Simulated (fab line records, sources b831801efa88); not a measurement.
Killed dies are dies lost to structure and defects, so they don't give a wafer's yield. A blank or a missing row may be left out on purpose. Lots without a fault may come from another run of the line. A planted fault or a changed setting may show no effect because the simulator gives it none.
Problem report in the 8D (eight disciplines) form, filled by code | flow gf180mcu | the parts of the form that need people (team, actions taken, sign-off) are left out

1. THE PROBLEM
oes_product_au at GF_M2_METAL_ETCH_16 reads a mean of 0.810 a.u. on 4 wafers of 3 lots; wafers without a fault read 0.992 a.u. with a standard deviation of 0.0054. That is -34 standard deviations from the usual mean.
The step: etches the open film in Cl2/BCl3, stops on SiO2, target depth 750.8 nm, time 125.1 s.
First seen on wafer L893.2, day 22 16:01, on rie_metal-03. The record holds 44 wafers of 15 lots with a number at this step. Rule for "out", or "out of limits": more than 4 standard deviations from the usual mean. The other wafers with a number count as sound.

2. WHAT IT IS AND WHAT IT IS NOT
question                    | is                                 | is not
which readings at this step | oes_product_au, throttle_valve_pct | drypump_motor_current_A, he_backside_leak_sccm
which lots                  | L893, L894, L896                   | L885, L886, L887, L888, L889, L890, L891, L892, L903, L904, L905, L906
which wafers of those lots  | L893.2, L894.2, L894.3, L896.2     | L893.4, L893.5, L894.1, L896.5
read on which tools         | rie_metal-03                       | rie_metal-04
when                        | from day 22 16:01                  | up to then (26 sound wafers); but 14 sound wafers of L894, L896, L903, L904, L905, L906 came after

3. SUSPECTS, AND WHAT RULES EACH OUT
Counting: a tool at a process step up to the reading stays a suspect if it ran every lot that is out. Sound lots after the first of them don't rule it out here, since some wafers of a struck lot are sound.
- rie_metal-03 at GF_M2_METAL_ETCH_16 (etches the open film in Cl2/BCl3, stops on SiO2, target depth 750.8 nm, time 125.1 s): kept. It ran every lot that is out, first L893 (day 22 16:01); its last sound lot up to then is L892 (day 22 06:00). Its own readings are out on those wafers: oes_product_au, throttle_valve_pct.
Left after counting: rie_metal-03 at GF_M2_METAL_ETCH_16.

4. THE CAUSE (what the simulator had put in)
Process parameter drift: rie_metal-03, from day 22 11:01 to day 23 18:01, at GF_M2_METAL_ETCH_16. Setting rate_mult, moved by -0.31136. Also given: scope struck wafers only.
Counting left only this tool.

5. THE CHAIN OF EFFECTS, in route order
Each row: a reading whose mean over the struck wafers that have a number lies more than 3 standard deviations from the usual. Only readings for which the record gives a usual standard deviation are gone through. hours: the time from each lot's start at the first step in this table that gives one to its start at this step, as a median over the lots. sigmas: the change in usual standard deviations.
hours | step                | reading                  | usual      | on struck wafers | change | sigmas
0     | GF_M2_METAL_ETCH_16 | oes_product_au           | 0.992 a.u. | 0.810            | -0.182 | -34
0     | GF_M2_METAL_ETCH_16 | throttle_valve_pct       | 28.227 %   | 28.422           | +0.195 | +21
0     | GF_M2_STRIP_17      | oes_product_au           | 0.535 a.u. | 0.572            | +0.037 | +6.6
0     | GF_M2_STRIP_17      | strip_time_to_endpoint_s | 7.34 s     | 8.22             | +0.88  | +13
The process steps in it:
- GF_M2_METAL_ETCH_16: etches the open film in Cl2/BCl3, stops on SiO2, target depth 750.8 nm, time 125.1 s.
- GF_M2_STRIP_17: strips in O2/N2.

6. WHAT WOULD HAVE CAUGHT IT SOONER
In this record the first reading out of limits was taken at day 22 16:01, 5 hours after the fault began at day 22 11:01.
